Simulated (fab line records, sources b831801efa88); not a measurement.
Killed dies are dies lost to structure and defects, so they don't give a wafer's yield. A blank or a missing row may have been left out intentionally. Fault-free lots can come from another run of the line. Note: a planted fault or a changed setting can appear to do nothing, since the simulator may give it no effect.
Matching of chambers / flow sky130 / SKY_CONTACT_CMP_04 on cmp-01 has 4 sister chambers
The step polishes SiO2. 4 wafers are shown with their chamber, then 12 later ones without.

== EACH WAFER AND ITS CHAMBER ==
wafer=L079.6; chamber=1; motor-current-A (A)=12.8
wafer=L085.1; chamber=3; motor-current-A (A)=11.8
wafer=L088.4; chamber=2; motor-current-A (A)=11.4
wafer=L088.6; chamber=0; motor-current-A (A)=11.9

== WAFERS WITH NO CHAMBER GIVEN ==
wafer=L091.1; motor-current-A (A)=12.4
wafer=L091.4; motor-current-A (A)=12.2
wafer=L091.5; motor-current-A (A)=12.2
wafer=L094.1; motor-current-A (A)=12.0
wafer=L094.3; motor-current-A (A)=12.5
wafer=L094.4; motor-current-A (A)=12.1
wafer=L095.1; motor-current-A (A)=12.3
wafer=L095.3; motor-current-A (A)=11.2
wafer=L095.6; motor-current-A (A)=12.5
wafer=L097.3; motor-current-A (A)=11.6
wafer=L097.4; motor-current-A (A)=12.3
wafer=L097.6; motor-current-A (A)=12.8

== EACH ONE'S CHAMBER ==
wafer=L091.1; from the rows above=can't be placed: 1 or 0 or 3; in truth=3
wafer=L091.4; from the rows above=can't be placed: 0 or 3 or 1 or 2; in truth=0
wafer=L091.5; from the rows above=can't be placed: 0 or 3 or 1 or 2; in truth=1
wafer=L094.1; from the rows above=can't be placed: 0 or 3 or 2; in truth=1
wafer=L094.3; from the rows above=can't be placed: 1 or 0 or 3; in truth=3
wafer=L094.4; from the rows above=can't be placed: 0 or 3 or 2 or 1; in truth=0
wafer=L095.1; from the rows above=can't be placed: 0 or 1 or 3 or 2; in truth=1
wafer=L095.3; from the rows above=can't be placed: 2 or 3 or 0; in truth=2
wafer=L095.6; from the rows above=can't be placed: 1 or 0 or 3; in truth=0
wafer=L097.3; from the rows above=can't be placed: 2 or 3 or 0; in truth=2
wafer=L097.4; from the rows above=can't be placed: 0 or 1 or 3 or 2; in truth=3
wafer=L097.6; from the rows above=1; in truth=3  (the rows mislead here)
0 of 12 placed correctly. Cannot be placed on the basis of these rows: 11; the candidates contain the true chamber in 10. Wrongly placed: 1.
How it was worked out, from the rows above alone: a wafer's distance from a chamber is the root of the sum, over the readings, of the square of ((its reading less the chamber's mean) divided by the reading's scatter). The wafer belongs to the nearest chamber; if the next one is less than 2 further off, it can't be placed. Each chamber's mean is taken over the wafers shown for it. The scatter: root of mean squared gap, hidden wafer to nearest shown wafer, with one shown wafer a chamber.
